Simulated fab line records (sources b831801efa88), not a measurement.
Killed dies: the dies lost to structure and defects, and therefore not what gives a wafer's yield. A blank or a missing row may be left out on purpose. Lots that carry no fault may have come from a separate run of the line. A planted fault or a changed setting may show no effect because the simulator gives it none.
fab line records	flow sky130
[record] lots = 6	wafers = 18	lastDay = 49
route steps=708 shown METAL5@669 PASSIVATION@681 PAD_OPEN@694
lots with no fault: from the same line, run without faults
startH: start of the lot's first displayed wafer, in hours after the record's first day	waitH: hours from the lot's prior step to this one	" repeats the value in the row above	L1.1+2: a single row standing in for several wafers	- either no value or no given start	* or withheld: withheld	< > ~ a bound
route shown NAME@n: NAME is a module with steps in the file, n the number in the route of the first one	usual: mean/standard deviation of fault-free wafers	same: alike in all rows	chamber/n: place in a boat	sites: per-site readings	_std_site: how widely they spread, as a standard deviation	_edge_site: outer sites' mean less inner sites'	radiusMm: for every site, how far away it sits from the centre of the wafer	mask NAME#n: copy n	behind: the tool/chamber that last shaped the wafer	hold: cause of the lot's hold/its duration in hours/its outcome	device: names the non-switching transistor (n, p or np)	end of line: the route-end tests of the same wafers	step lacking rows: just its recipe	killed: count of dies lost to structure and defects at first sort (not the wafer's yield)	map: shows each die of a wafer: x if killed, . if not, _ if none is there
set.NAME: setting as actually run; set.NAME@STEP: the setting as run at that earlier step	model.NAME: the simulator's own value behind a step, which no gauge read
lots at selected steps of the route; one table per step, one row per wafer
services: the hour from which a tool's chamber was out of use, counted from the record's first day as startH (under 0 if before that day), plus the number of hours and why
[[steps]]
[step SKY_METAL5_HMDS_08]
[recipe] primeTimeS = 60	primeTempC = 120
[step SKY_METAL5_COAT_09]
[recipe] resist = NOVOLAK	spinRpm = 3000	resistThkNm = 1800
[step SKY_METAL5_SOFTBAKE_10]
[recipe] tempC = 90	timeS = 60	resist = NOVOLAK
[step SKY_METAL5_EXPOSE_11]
[recipe] maskId = MM5	na = 0.6	sourceShape = conventional	sigmaOuter = 0.6	polarization = unpolarized	targetCdNm = 1600	doseMj = 190
[step SKY_METAL5_PEB_12]
[recipe] tempC = withheld	timeS = *	resist = NOVOLAK
[step SKY_METAL5_DEVELOP_13]
[recipe] resist = NOVOLAK	developer = TMAH	developTimeS = 60	devTempC = 23
[step SKY_METAL5_DESCUM_14]
[recipe] chemistry = O2	sourcePowerW = 150	biasPowerW = 0	pressureMtorr = 10	tempC = 40	timeS = 11
[step SKY_METAL5_METAL_ETCH_15]
[recipe] targetDepthA = 12600	stopOn = SiO2	overEtchFrac = 0.2	timeS = 252	chemistry = Cl2/BCl3	resistSidewallDeg = 86	pressureMtorr = 10	icpW = 900	biasW = 48.5	Cl2_flow_sccm = 60	bcl3FlowSccm = 30
[step SKY_METAL5_STRIP_16]
[recipe] chemistry = O2/N2	powerW = 1400	pressureMtorr = 1500	platenTempC = withheld	o2FlowSccm = 3000	n2FlowSccm = 300	overashFraction = 0.5
[usual] drypumpMotorCurrentA = 5.8/0.31	oesProductAu = 0.711/0.0044	stripTimeToEndpointS = 13.07/0.14
lot.wafer	tool	chamber	startH	waitH	drypumpMotorCurrentA	oesProductAu	rfHoursCounterH	stripTimeToEndpointS
L232.1	plasmaAsher-01	1	1054.66	0.4	6.0	0.707	63	12.93
L232.4	"	0	"	"	5.5	0.712	-	12.94
L232.5	"	0	"	"	5.4	0.711	-	13.00
L233.1	plasmaAsher-02	0	1061.49	0.2	5.8	0.713	31	13.18
L233.2	"	1	"	"	5.3	0.711	31	12.91
L233.6	"	1	"	"	5.3	0.716	-	12.91
L238.4	plasmaAsher-02	0	1093.63	0.1	5.8	0.714	-	12.98
L238.5	"	0	"	"	5.8	0.715	-	12.96
L238.6	"	1	"	"	5.3	0.709	-	13.16
L242.4	plasmaAsher-01	1	1113.11	0.2	6.0	0.715	-	13.13
L242.5	"	1	"	"	6.0	0.709	-	13.15
L242.6	"	0	"	"	5.4	0.712	-	13.17
L247.3	plasmaAsher-02	1	1145.20	0.3	5.3	0.718	-	13.07
L247.4	"	0	"	"	5.7	0.710	-	13.06
L247.5	"	1	"	"	5.4	0.716	-	13.13
L248.3	plasmaAsher-01	1	1150.13	0.1	6.0	0.723	-	13.13
L248.4	"	0	"	"	5.4	0.717	-	13.15
L248.6	"	0	"	"	5.4	0.709	-	13.23
[step SKY_METAL5_STRIP_17]
[recipe] chemistry = postEtchResidueRemover	timeS = 1200	tempC = 72.5
[step SKY_METAL5_CLEAN_18]
[recipe] chemistry = IPA	timeS = 180	tempC = 25
[step SKY_METAL5_CLEAN_19]
[recipe] chemistry = O3/DIW	dry = n2Spin
[step SKY_PASSIVATION_CVD_00]
[recipe] material = SiO2	targetThkNm = 90	tempC = 400	timeS = withheld	rfW = 600
[usual] heaterPowerW = 683/92
lot.wafer	tool	chamber	startH	waitH	heaterPowerW
L232.1	pecvd-01	2	1055.26	0.0	464
L232.4	"	1	"	"	656
L232.5	"	2	"	"	463
L233.1	pecvd-01	1	1062.09	0.0	737
L233.2	"	0	"	"	732
L233.6	"	0	"	"	687
L238.4	pecvd-01	2	1094.20	0.0	510
L238.5	"	1	"	"	617
L238.6	"	0	"	"	577
L242.4	pecvd-04	2	1113.71	0.0	809
L242.5	"	0	"	"	727
L242.6	"	1	"	"	649
L247.3	pecvd-03	0	1145.76	0.0	817
L247.4	"	0	"	"	833
L247.5	"	1	"	"	823
L248.3	pecvd-04	0	1150.69	0.0	619
L248.4	"	0	"	"	620
L248.6	"	1	"	"	626
[step SKY_PASSIVATION_THK_MEAS_01]
[recipe] reads = SiO2_of_PASSIVATION_CVD_00
[usual] PASSIVATION_CVD_00_THK = 89.7/1.1
lot.wafer	tool	chamber	startH	waitH	PASSIVATION_CVD_00_THK[nm]
L232.1	filmMetro-03	-	1055.34	-	88.9
L232.4	"	-	"	"	91.6
L232.5	"	-	"	"	91.0
L233.1	filmMetro-01	-	1062.11	-	89.4
L233.2	"	-	"	"	90.3
L233.6	"	-	"	"	90.3
L238.4	filmMetro-03	-	1094.24	-	90.8
L238.5	"	-	"	"	90.7
L238.6	"	-	"	"	90.4
L242.4	filmMetro-04	-	1113.75	-	89.9
L242.5	"	-	"	"	88.7
L242.6	"	-	"	"	89.5
L247.3	filmMetro-01	-	1145.80	-	90.1
L247.4	"	-	"	"	91.5
L247.5	"	-	"	"	90.9
L248.3	filmMetro-03	-	1150.73	-	87.7
L248.4	"	-	"	"	90.7
L248.6	"	-	"	"	90.1
[step SKY_PASSIVATION_CVD_02]
[recipe] material = Si3N4	targetThkNm = 540	tempC = 400	timeS = withheld	rfW = 450
[usual] heaterPowerW = 731/110
lot.wafer	tool	chamber	startH	waitH	heaterPowerW
L232.1	pecvd-04	2	1055.40	0.1	835
L232.4	"	2	"	"	835
L232.5	"	2	"	"	851
L233.1	pecvd-03	1	1062.17	0.1	863
L233.2	"	2	"	"	656
L233.6	"	1	"	"	915
L238.4	pecvd-03	1	1094.38	0.1	932
L238.5	"	2	"	"	618
L238.6	"	0	"	"	733
L242.4	pecvd-03	0	1113.90	0.1	888
L242.5	"	2	"	"	536
L242.6	"	1	"	"	744
L247.3	pecvd-01	2	1145.95	0.1	490
L247.4	"	0	"	"	769
L247.5	"	0	"	"	638
L248.3	pecvd-01	0	1150.88	0.1	727
L248.4	"	2	"	"	566
L248.6	"	0	"	"	741
[step SKY_PASSIVATION_THK_MEAS_03]
[recipe] reads = Si3N4_of_PASSIVATION_CVD_02
[usual] PASSIVATION_CVD_02_THK = 539/7.1
lot.wafer	tool	chamber	startH	waitH	PASSIVATION_CVD_02_THK[nm]
L232.1	filmMetro-04	-	1055.74	-	535
L232.4	"	-	"	"	539
L232.5	"	-	"	"	535
L233.1	filmMetro-04	-	1062.39	-	537
L233.2	"	-	"	"	543
L233.6	"	-	"	"	553
L238.4	filmMetro-01	-	1094.52	-	554
L238.5	"	-	"	"	552
L238.6	"	-	"	"	550
L242.4	filmMetro-03	-	1114.04	-	543
L242.5	"	-	"	"	545
L242.6	"	-	"	"	549
L247.3	filmMetro-01	-	1146.19	-	537
L247.4	"	-	"	"	533
L247.5	"	-	"	"	542
L248.3	filmMetro-04	-	1151.13	-	538
L248.4	"	-	"	"	541
L248.6	"	-	"	"	541
[step SKY_PASSIVATION_DEHYDRATE_04]
[recipe] tempC = 200	timeS = 60
[step SKY_PASSIVATION_HMDS_05]
[recipe] primeTimeS = 60	primeTempC = 120
[step SKY_PASSIVATION_COAT_06]
[recipe] spinRpm = 2000	resistThkNm = 3000
[step SKY_PASSIVATION_SOFTBAKE_07]
[recipe] tempC = 110	timeS = withheld
[step SKY_PASSIVATION_EXPOSE_08]
[recipe] maskId = NSM	targetCdNm = 3000	na = 0.57	doseMj = 260
[step SKY_PASSIVATION_PEB_09]
[recipe] tempC = 115	timeS = withheld
[step SKY_PASSIVATION_DEVELOP_10]
[recipe] developTimeS = 60	devTempC = 23
[step SKY_PASSIVATION_ETCH_11]
[recipe] chemistry = CF4/O2	targetDepthNm = 725	stopOn = AlCu	sourceW = 800	biasW = 150	pressureMtorr = 150	cf4FlowSccm = 80	O2_flow_sccm = 10	timeS = 161.1
[usual] drypumpMotorCurrentA = 5.6/0.45	oesProductAu = 0.976/0.0066	throttleValvePct = 5.963/0.0097
lot.wafer	tool	chamber	startH	waitH	drypumpMotorCurrentA	oesProductAu	rfHoursCounterH	throttleValvePct
L232.1	rieDiel-01	0	1076.79	-	4.9	0.975	22	5.946
L232.4	"	3	"	"	5.0	0.982	14	5.973
L232.5	"	0	"	"	4.9	0.972	-	5.947
L233.1	rieDiel-03	2	1083.54	-	6.0	0.973	8	5.961
L233.2	"	3	"	"	6.1	0.982	22	5.968
L233.6	"	0	"	"	6.2	0.984	-	5.964
L238.4	rieDiel-04	3	1114.07	-	5.1	0.997	11	5.971
L238.5	"	3	"	"	5.0	0.986	-	5.988
L238.6	"	0	"	"	5.9	0.987	-	5.980
L242.4	rieDiel-04	0	1133.64	-	5.9	0.979	25	5.956
L242.5	"	1	"	"	5.9	0.981	-	5.975
L242.6	"	0	"	"	5.9	0.987	-	5.966
L247.3	rieDiel-04	0	1163.54	-	5.9	0.965	26	5.954
L247.4	"	1	"	"	6.0	0.979	4	5.975
L247.5	"	3	"	"	5.1	0.984	-	5.953
L248.3	rieDiel-03	1	1168.04	-	6.0	0.977	22	5.961
L248.4	"	3	"	"	6.1	0.973	24	5.958
L248.6	"	1	"	"	6.0	0.970	-	5.964
[step SKY_PASSIVATION_STRIP_12]
[recipe] chemistry = O2/N2	powerW = 1400	pressureMtorr = 1500	platenTempC = withheld	overashFraction = 0.7	o2FlowSccm = 3000	n2FlowSccm = 300
[usual] drypumpMotorCurrentA = 5.68/0.24	oesProductAu = 0.661/0.0044	stripTimeToEndpointS = 31.56/0.13
lot.wafer	tool	chamber	startH	waitH	drypumpMotorCurrentA	oesProductAu	rfHoursCounterH	stripTimeToEndpointS
L232.1	plasmaAsher-02	0	1076.90	0.1	5.74	0.657	33	31.40
L232.4	"	1	"	"	5.31	0.658	-	31.33
L232.5	"	1	"	"	5.33	0.666	-	31.38
L233.1	plasmaAsher-02	1	1083.65	0.1	5.36	0.666	34	31.64
L233.2	"	0	"	"	5.78	0.666	34	31.71
L233.6	"	1	"	"	5.34	0.656	-	31.79
L238.4	plasmaAsher-01	0	1114.21	0.1	5.41	0.666	-	31.49
L238.5	"	1	"	"	6.02	0.664	-	31.50
L238.6	"	0	"	"	5.41	0.661	-	31.58
L242.4	plasmaAsher-04	0	1133.78	0.1	5.68	0.649	-	31.76
L242.5	"	0	"	"	5.66	0.661	-	31.69
L242.6	"	1	"	"	5.84	0.666	-	31.65
L247.3	plasmaAsher-04	0	1163.68	0.1	5.71	0.660	-	31.70
L247.4	"	1	"	"	5.84	0.656	-	31.62
L247.5	"	1	"	"	5.85	0.659	-	31.62
L248.3	plasmaAsher-01	0	1168.18	0.1	5.42	0.668	-	31.79
L248.4	"	1	"	"	6.03	0.662	-	31.64
L248.6	"	1	"	"	6.02	0.665	-	31.59
[step SKY_PAD_OPEN_DEHYDRATE_00]
[recipe] tempC = 200	timeS = 60
[step SKY_PAD_OPEN_HMDS_01]
[recipe] primeTimeS = 60	primeTempC = 120
[step SKY_PAD_OPEN_COAT_02]
[recipe] spinRpm = 2000	resistThkNm = 3000
[step SKY_PAD_OPEN_SOFTBAKE_03]
[recipe] tempC = 110	timeS = withheld
[step SKY_PAD_OPEN_EXPOSE_04]
[recipe] maskId = PDM	targetCdNm = 60000	na = 0.57	doseMj = 260
[step SKY_PAD_OPEN_PEB_05]
[recipe] tempC = 115	timeS = withheld
[step SKY_PAD_OPEN_DEVELOP_06]
[recipe] developTimeS = 60	devTempC = 23
[step SKY_PAD_OPEN_ETCH_07]
[recipe] chemistry = CF4/O2	targetDepthNm = 725	stopOn = AlCu	sourceW = 800	biasW = 150	pressureMtorr = 150	cf4FlowSccm = 80	O2_flow_sccm = 10	timeS = 161.1
[step SKY_PAD_OPEN_STRIP_08]
[recipe] chemistry = O2/N2	powerW = 1400	pressureMtorr = 1500	platenTempC = withheld	overashFraction = 0.7	o2FlowSccm = 3000	n2FlowSccm = 300
[usual] drypumpMotorCurrentA = 5.80/0.25	oesProductAu = 0.662/0.0046	stripTimeToEndpointS = 37.09/0.11
lot.wafer	tool	chamber	startH	waitH	drypumpMotorCurrentA	oesProductAu	rfHoursCounterH	stripTimeToEndpointS
L232.1	plasmaAsher-04	0	1097.93	0.1	5.69	0.661	95	36.77
L232.4	"	0	"	"	5.74	0.661	-	36.95
L232.5	"	0	"	"	5.72	0.654	-	36.88
L233.1	plasmaAsher-04	0	1103.40	0.1	5.70	0.658	95	37.11
L233.2	"	1	"	"	5.85	0.659	95	37.00
L233.6	"	1	"	"	5.83	0.665	-	37.03
L238.4	plasmaAsher-02	1	1134.11	0.1	5.31	0.661	-	37.16
L238.5	"	0	"	"	5.76	0.662	-	37.21
L238.6	"	1	"	"	5.32	0.667	-	37.13
L242.4	plasmaAsher-03	1	1152.36	0.1	6.20	0.655	-	37.22
L242.5	"	0	"	"	5.99	0.656	-	37.22
L242.6	"	1	"	"	6.22	0.667	-	37.28
L247.3	plasmaAsher-02	0	1180.26	0.1	5.76	0.666	-	36.99
L247.4	"	1	"	"	5.35	0.666	-	37.11
L247.5	"	0	"	"	5.75	0.662	-	37.05
L248.3	plasmaAsher-03	0	1183.81	0.1	5.95	0.666	-	37.19
L248.4	"	1	"	"	6.21	0.673	-	37.11
L248.6	"	1	"	"	6.22	0.662	-	37.24
[step SKY_PAD_OPEN_STRIP_09]
[recipe] chemistry = postEtchResidueRemover	timeS = 1200	tempC = 72.5
[step SKY_PAD_OPEN_CLEAN_10]
[recipe] chemistry = IPA	timeS = 180	tempC = 25
[step SKY_PAD_OPEN_CLEAN_11]
[recipe] chemistry = O3/DIW	dry = n2Spin
[step SKY_PAD_OPEN_ANNEAL_12]
[recipe] tempC = 400	timeS = withheld	ambient = N2/H2	idleTempC = 300	rampUpCPerMin = 8	rampDownCPerMin = 4
[step SKY_PAD_OPEN_BOW_MEAS_13]
[recipe] mode = bow
[usual] PAD_OPEN_BOW = 45/9.6
lot.wafer	tool	chamber	startH	waitH	PAD_OPEN_BOW[um]
L232.1	filmMetro-01	-	1100.05	-	38
L232.4	"	-	"	"	48
L232.5	"	-	"	"	39
L233.1	filmMetro-02	-	1105.49	-	62
L233.2	"	-	"	"	59
L233.6	"	-	"	"	58
L238.4	filmMetro-03	-	1136.23	-	34
L238.5	"	-	"	"	38
L238.6	"	-	"	"	53
L242.4	filmMetro-03	-	1154.48	-	50
L242.5	"	-	"	"	57
L242.6	"	-	"	"	41
L247.3	filmMetro-01	-	1182.51	-	45
L247.4	"	-	"	"	35
L247.5	"	-	"	"	37
L248.3	filmMetro-02	-	1185.92	-	35
L248.4	"	-	"	"	49
L248.6	"	-	"	"	45
[step SKY_PAD_OPEN_PROBE_99]
[usual] defectLimitedYield = 82.3/2	killed_at_M0_to_M3 = 44/7	killed_at_M4_up = 3.1/1.8	killedAtContacts = 25/5.1	killedAtFrontEnd = 15/4.3	killedAtOther = 0.3/0.61	killedDies = 87/9.8	killedOpen = 48/7	killedShort = 38/6.3	sort_bin_3_pad_short = 0.9/0.39	sort_bin_5_function = 10.3/1.5	sort_bin_6_memory = 6.5/1.2	sortNPass = 405/9.8	sortYieldPct = 82.3/2
[same] grossDies = 492	killedAtBackSide = 0	sort_bin_4_leakage[%] = 0	sort_bin_8_speed[%] = 0
lot.wafer	tool	chamber	startH	waitH	defectLimitedYield[%]	killed_at_M0_to_M3	killed_at_M4_up	killedAtContacts	killedAtFrontEnd	killedAtOther	killedDies	killedOpen	killedShort	sort_bin_3_pad_short[%]	sort_bin_5_function[%]	sort_bin_6_memory[%]	sortNPass	sortYieldPct[%]	model.etest.tester.sortNPass	model.etest.tester.sortYieldPct	model.etest.tester.sort_bin_5_pct	model.etest.tester.sort_bin_3_pct
L232.1	prober-02	-	1100.17	0.1	84.8	44	1	19	11	0	75	43	32	1.2	8.3	5.7	417	84.8	417	84.76	8.333	1.22
L232.4	prober-02	-	1100.32	0.2	84.1	43	4	19	12	0	78	40	38	0.8	8.3	6.7	414	84.1	414	84.15	8.333	0.813
L232.5	prober-02	-	1100.37	0.2	83.5	42	6	21	11	1	81	48	33	1.0	9.6	5.9	411	83.5	411	83.54	9.553	1.016
L233.1	prober-01	-	1105.61	0.1	76.4	33	1	20	16	46	116	35	35	3.3	13.6	6.7	376	76.4	376	76.42	13.62	3.252
L233.2	prober-01	-	1105.66	0.1	85.8	22	2	28	18	0	70	41	28	0.8	8.5	4.9	422	85.8	422	85.77	8.537	0.813
L233.6	prober-01	-	1105.86	0.2	82.5	45	3	29	9	0	86	45	40	1.2	10.2	6.1	406	82.5	406	82.52	10.16	1.22
L238.4	prober-02	-	1136.44	0.2	83.3	41	3	23	15	0	82	46	36	0.4	8.9	7.3	410	83.3	410	83.33	8.943	0.4065
L238.5	prober-02	-	1136.49	0.2	74.0	47	5	21	9	46	128	45	36	2.4	14.6	8.9	364	74.0	364	73.98	14.63	2.439
L238.6	prober-02	-	1136.54	0.2	80.7	54	4	20	17	0	95	52	42	1.0	10.4	7.9	397	80.7	397	80.69	10.37	1.016
L242.4	prober-02	-	1154.69	0.2	82.5	40	7	25	13	1	86	48	37	0.8	10.2	6.5	406	82.5	406	82.52	10.16	0.813
L242.5	prober-02	-	1154.74	0.2	78.9	56	1	25	22	0	104	59	44	0.8	12.6	7.7	388	78.9	388	78.86	12.6	0.813
L242.6	prober-02	-	1154.79	0.2	84.6	37	0	28	11	0	76	43	33	0.8	8.7	5.9	416	84.6	416	84.55	8.74	0.813
L247.3	prober-01	-	1182.69	0.2	85.4	38	3	23	7	1	72	39	33	0.4	8.9	5.3	420	85.4	420	85.37	8.943	0.4065
L247.4	prober-01	-	1182.74	0.2	82.1	47	1	24	16	0	88	43	45	1.4	9.8	6.7	404	82.1	404	82.11	9.756	1.423
L247.5	prober-01	-	1182.79	0.2	85.8	34	2	21	13	0	70	36	34	1.0	8.5	4.7	422	85.8	422	85.77	8.537	1.016
L248.3	prober-02	-	1186.10	0.2	81.5	45	4	27	14	1	91	61	30	0.8	11.2	6.5	401	81.5	401	81.5	11.18	0.813
L248.4	prober-02	-	1186.15	0.2	83.5	41	3	24	13	0	81	42	39	0.8	9.8	5.9	411	83.5	411	83.54	9.756	0.813
L248.6	prober-02	-	1186.25	0.2	84.6	39	1	22	14	0	76	39	37	0.4	10.0	5.1	416	84.6	416	84.55	9.959	0.4065
// killed by level:class
L232.1 VIA1:geometricParticle:open=12 CONTACT:geometricParticle:open=8 VIA2:geometricParticle:open=8 FIELD_ISO:geometricParticle:open=6 METAL2:geometricParticle:short=6 METAL1:geometricParticle:short=4 LOCAL_INTERCONNECT:geometricParticle:short=3 CONTACT:geometricParticle:short=3
L232.4 VIA1:geometricParticle:open=8 CONTACT:geometricParticle:short=7 CONTACT:geometricParticle:open=6 METAL2:geometricParticle:short=6 VIA3:geometricParticle:open=5 SPACER:geometricParticle:short=4 LI_CONTACT:geometricParticle:open=4 METAL1:geometricParticle:open=4
L232.5 VIA1:geometricParticle:open=16 VIA2:geometricParticle:open=7 CONTACT:geometricParticle:open=7 METAL1:geometricParticle:short=6 LI_CONTACT:geometricParticle:open=5 METAL4:geometricParticle:short=5 LI_CONTACT:geometricParticle:short=4 CONTACT:geometricParticle:short=4
L233.1 PASSIVATION:unspecified=46 VIA3:geometricParticle:short=7 CONTACT:geometricParticle:open=7 VIA3:geometricParticle:open=7 VIA1:geometricParticle:open=7 CONTACT:geometricParticle:short=5 FIELD_ISO:geometricParticle:short=4 LI_CONTACT:geometricParticle:open=4
L233.2 CONTACT:geometricParticle:open=10 FIELD_ISO:geometricParticle:short=7 LI_CONTACT:geometricParticle:open=7 LOCAL_INTERCONNECT:geometricParticle:short=6 FIELD_ISO:geometricParticle:open=4 CONTACT:geometricParticle:short=4 VIA1:geometricParticle:open=4 VIA3:geometricParticle:open=4
L233.6 LI_CONTACT:geometricParticle:open=11 CONTACT:geometricParticle:open=8 METAL2:geometricParticle:short=8 VIA3:geometricParticle:open=7 CONTACT:geometricParticle:short=6 METAL1:geometricParticle:short=6 VIA1:geometricParticle:open=6 VIA2:geometricParticle:open=5
L238.4 CONTACT:geometricParticle:open=9 METAL1:geometricParticle:short=8 VIA3:geometricParticle:open=8 VIA1:geometricParticle:open=7 POLY_GATE:geometricParticle:open=5 LOCAL_INTERCONNECT:geometricParticle:short=5 FIELD_ISO:geometricParticle:open=4 VIA3:geometricParticle:short=4
L238.5 PASSIVATION:unspecified=46 CONTACT:geometricParticle:open=8 VIA2:geometricParticle:open=8 LI_CONTACT:geometricParticle:open=7 VIA1:geometricParticle:open=7 VIA3:geometricParticle:open=6 METAL1:geometricParticle:short=5 METAL2:geometricParticle:short=5
L238.6 VIA1:geometricParticle:open=20 VIA3:geometricParticle:open=9 FIELD_ISO:geometricParticle:short=6 CONTACT:geometricParticle:open=6 METAL3:geometricParticle:short=5 POLY_GATE:geometricParticle:short=4 VIA2:geometricParticle:open=4 LI_CONTACT:geometricParticle:short=4
L242.4 CONTACT:geometricParticle:open=12 VIA1:geometricParticle:open=8 LI_CONTACT:geometricParticle:open=7 VIA2:geometricParticle:open=6 FIELD_ISO:geometricParticle:open=4 LOCAL_INTERCONNECT:geometricParticle:short=4 METAL3:geometricParticle:short=4 METAL1:geometricParticle:short=4
L242.5 VIA1:geometricParticle:open=14 FIELD_ISO:geometricParticle:open=8 LI_CONTACT:geometricParticle:open=8 CONTACT:geometricParticle:open=7 VIA1:geometricParticle:short=7 VIA3:geometricParticle:open=7 METAL1:geometricParticle:short=6 CONTACT:geometricParticle:short=5
L242.6 CONTACT:geometricParticle:open=12 LI_CONTACT:geometricParticle:open=9 VIA2:geometricParticle:open=7 METAL2:geometricParticle:short=6 METAL1:geometricParticle:short=6 VIA1:geometricParticle:open=6 LOCAL_INTERCONNECT:geometricParticle:short=5 FIELD_ISO:geometricParticle:open=3
L247.3 CONTACT:geometricParticle:open=8 VIA1:geometricParticle:open=8 VIA1:geometricParticle:short=7 LI_CONTACT:geometricParticle:open=6 VIA3:geometricParticle:open=5 VIA3:geometricParticle:short=5 METAL1:geometricParticle:short=4 CONTACT:geometricParticle:short=3
L247.4 VIA1:geometricParticle:open=9 CONTACT:geometricParticle:open=8 VIA1:geometricParticle:short=8 LOCAL_INTERCONNECT:geometricParticle:short=7 METAL1:geometricParticle:short=7 VIA3:geometricParticle:open=5 FIELD_ISO:geometricParticle:short=5 METAL2:geometricParticle:short=5
L247.5 VIA1:geometricParticle:open=8 LI_CONTACT:geometricParticle:open=6 CONTACT:geometricParticle:short=5 VIA1:geometricParticle:short=5 VIA3:geometricParticle:open=5 FIELD_ISO:geometricParticle:open=4 METAL1:geometricParticle:short=4 VIA2:geometricParticle:open=4
L248.3 CONTACT:geometricParticle:open=10 VIA2:geometricParticle:open=10 VIA3:geometricParticle:open=9 LI_CONTACT:geometricParticle:open=8 VIA1:geometricParticle:open=7 METAL2:geometricParticle:short=6 POLY_GATE:geometricParticle:open=4 LOCAL_INTERCONNECT:geometricParticle:short=4
L248.4 CONTACT:geometricParticle:open=12 VIA1:geometricParticle:open=10 METAL2:geometricParticle:short=9 METAL1:geometricParticle:short=6 CONTACT:geometricParticle:short=5 FIELD_ISO:geometricParticle:short=4 POLY_GATE:geometricParticle:open=4 LI_CONTACT:geometricParticle:open=4
L248.6 VIA1:geometricParticle:open=8 CONTACT:geometricParticle:open=7 METAL2:geometricParticle:short=7 POLY_GATE:geometricParticle:short=6 LI_CONTACT:geometricParticle:open=6 VIA3:geometricParticle:open=6 METAL1:geometricParticle:short=5 CONTACT:geometricParticle:short=5
// map L233.1 (x killed, . not)
__________x.x......x_________
________.....x..x..x.._______
______.x................_____
_____...x............x...____
____...x...............x..___
___..x......x..x...x.......__
__xxxxx..........x.........x_
_xxxxxxx.xxx.x.........x.....
_xxxxxxxx...x...........x..x.
_xxxxxxxxx......x.x.x.x.....x
_xxxxxxxx........x...........
_x.xxxxxxxx.......x..x...xx..
_.xx..xx..x........x.........
_..x...x.....x..........x...x
_.....x......................
__...x......................_
___........................__
____....x.x...x....x...xx.___
_____..x........x...x...x____
______.....x.....xx..xxx_____
________.xx....xxx..x._______
__________.........._________
// map L238.5 (x killed, . not)
__________....x..x.._________
________...x..xxx....x_______
______.....x....x......x_____
_____.x..............x...____
____.......xx..x.x.x......___
___..xx...xx...............__
__xxxxx.x..................._
_xxxxxxxxxx.x....xxxx.x.....x
_xxxxxxx.xx.x..x.x.........x.
_.xxxxxxx........x.x.........
_xxxxxxx.....xxx........x....
_xxxxxxxx............x......x
_x.x.x......x.......x...xx...
_xx.x....x..x...x.....x....x.
_....x...x.x.....x......x.x..
__........x...............x._
___x.......................__
____......x....x....x..x.x___
_____...........x.....xx.____
______......x........x.._____
________x..x.x.....xx._______
__________x.....x..._________
[[services]]
tool	chamber	startH	hours	kind
rieDiel-03	-	1031.98	0.4	repair
rieDiel-04	1	1046.99	-	clean
rieDiel-04	1	1046.99	20.1	scheduledDown
rieDiel-04	1	1046.99	20.1	ventCycle
plasmaAsher-04	-	1047.07	5.6	repair
rieDiel-04	2	1052.98	7.2	repair
plasmaAsher-02	-	1053.40	0.8	repair
plasmaAsher-03	-	1055.27	9.0	pm
plasmaAsher-03	0	1055.27	9.0	ventCycle
plasmaAsher-03	1	1055.27	9.0	ventCycle
plasmaAsher-03	0	1064.27	-	clean
plasmaAsher-03	1	1064.27	-	clean
plasmaAsher-03	-	1071.02	1.8	repair
pecvd-04	1	1085.28	5.5	scheduledDown
pecvd-04	-	1089.42	2.8	pm
plasmaAsher-02	-	1128.21	3.4	repair
rieDiel-03	3	1130.58	4.2	repair
pecvd-04	-	1143.83	0.5	repair
pecvd-01	1	1145.43	36.4	repair
rieDiel-03	0	1156.05	1.5	repair
pecvd-04	0	1161.88	7.9	repair
pecvd-03	-	1163.04	0.5	repair
pecvd-04	0	1180.62	-	clean
pecvd-04	0	1180.62	-	consumableReplace:showerhead
[[key]]
[firstSign] step = SKY_PAD_OPEN_PROBE_99	reading = killedAtOther	direction = up	sigmas = 46	usual = 0.3	struck = 46
[effect] step = SKY_PAD_OPEN_PROBE_99	reading = sort_bin_3_pad_short	direction = up	sigmas = 5.1	usual = 0.9	struck = 2.8
[modelEffect] step = SKY_PAD_OPEN_PROBE_99	value = etest.tester.sortNPass	without = 410	struck = 370
metAt SKY_PASSIVATION_CVD_00
struckWafers L233.1,L238.5
onsetBetween 1055.26 1062.09
[fault] kind = chamberParticleSource	tool = pecvd-01	chamber = 1	onsetH = 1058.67	steps = SKY_PASSIVATION_CVD_00	ratePerVisitCm2 = 0.7921	endH = 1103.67
